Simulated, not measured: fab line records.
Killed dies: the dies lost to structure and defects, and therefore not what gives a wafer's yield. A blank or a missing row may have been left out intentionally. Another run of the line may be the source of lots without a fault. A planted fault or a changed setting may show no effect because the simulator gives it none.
2 desks, one fault :: flow sky130 :: each desk has only its own numbers; what lay behind them comes last

## AT THE TOOL OWNER'S DESK: rie_diel-03
The tool's own readings at SKY_SONOS_ONO_ETCH_15 (etches the open film in CHF3/O2, target depth 19.52 nm, time 7.8 s): means of the sampled wafers that have a number, for each lot that ran on this tool. If a lot's mean is further than 4 standard deviations from the usual mean, the lot is out of limits and carries the mark OUT (the distance appears in the brackets).
Columns: A = drypump_motor_current_A at SKY_SONOS_ONO_ETCH_15, usual 5.9 A; B = oes_product_au at SKY_SONOS_ONO_ETCH_15, usual 1.000 a.u.; C = rf_fwd_power_W at SKY_SONOS_ONO_ETCH_15, usual 588 W; D = throttle_valve_pct at SKY_SONOS_ONO_ETCH_15, usual 8.825 %
lot: L406
first seen here: day 15 14:50
A: 5.7
B: 0.956 (-4.0) OUT
C: 493 (-28) OUT
D: 8.819

lot: L409
first seen here: day 16 21:44
A: 5.9
B: 0.959
C: 494 (-28) OUT
D: 8.813

lot: L420
first seen here: day 21 10:36
A: 5.7
B: 0.999
C: 588
D: 8.818
This desk finds L406, L409 out of limits, L406 being first, at day 15 14:50 (oes_product_au at SKY_SONOS_ONO_ETCH_15). L420: within limits.

## AT THE METROLOGY DESK
What the gauges read for every lot (on any tool): the sampled wafers with a number, averaged. If a lot's mean is further than 4 standard deviations from the usual mean, the lot is out of limits and carries the mark OUT (the distance appears in the brackets).
Columns: A = SONOS_ONO_CVD_02_THK at SKY_SONOS_ONO_THK_MEAS_03, usual 10.52 nm; B = SONOS_ONO_CVD_04_THK at SKY_SONOS_ONO_THK_MEAS_05, usual 5.67 nm; C = cd_nm at SKY_SONOS_ONO_CD_MEAS_13, usual 409.5 nm; D = SONOS_ONO_OVL at SKY_SONOS_ONO_OVL_MEAS_14, usual 0.4 nm
lot: L403
first seen here: day 13 09:11
A: 10.43
B: 5.63
C: 407.8
D: 2.2

lot: L406
first seen here: day 14 11:40
A: 10.74
B: 5.69
C: 409.2
D: 0.8

lot: L407
first seen here: day 14 20:13
A: 10.28
B: 5.78
C: 411.3
D: -1.4

lot: L409
first seen here: day 15 15:46
A: 10.32
B: 5.65
C: 407.2
D: 1.4

lot: L411
first seen here: day 16 03:08
A: 10.33
B: 5.73
C: 407.5
D: 1.9

lot: L420
first seen here: day 20 02:05
A: 10.47
B: 5.76
C: 411.5
D: -1.5
Finding of this desk: none of the 6 lots has anything out of limits.

## PUT TOGETHER
An alarm could have come from the tool owner's desk at day 15 14:50, on L406, L409.
Nothing out of limits was seen by the metrology desk.
The metrology desk has L406, L409 on record, within its limits.
SKY_SONOS_ONO_ETCH_15 was run on rie_diel-03 by each of the lots named.

## WHAT THE SIMULATOR HAD INSERTED
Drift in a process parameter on rie_diel-03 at SKY_SONOS_ONO_ETCH_15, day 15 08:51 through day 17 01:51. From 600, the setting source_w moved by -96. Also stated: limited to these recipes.
Lots struck among those shown: L406, L409.
How many hours passed from the start of the fault until each desk's first out-of-limits reading: the tool owner's desk, 6.
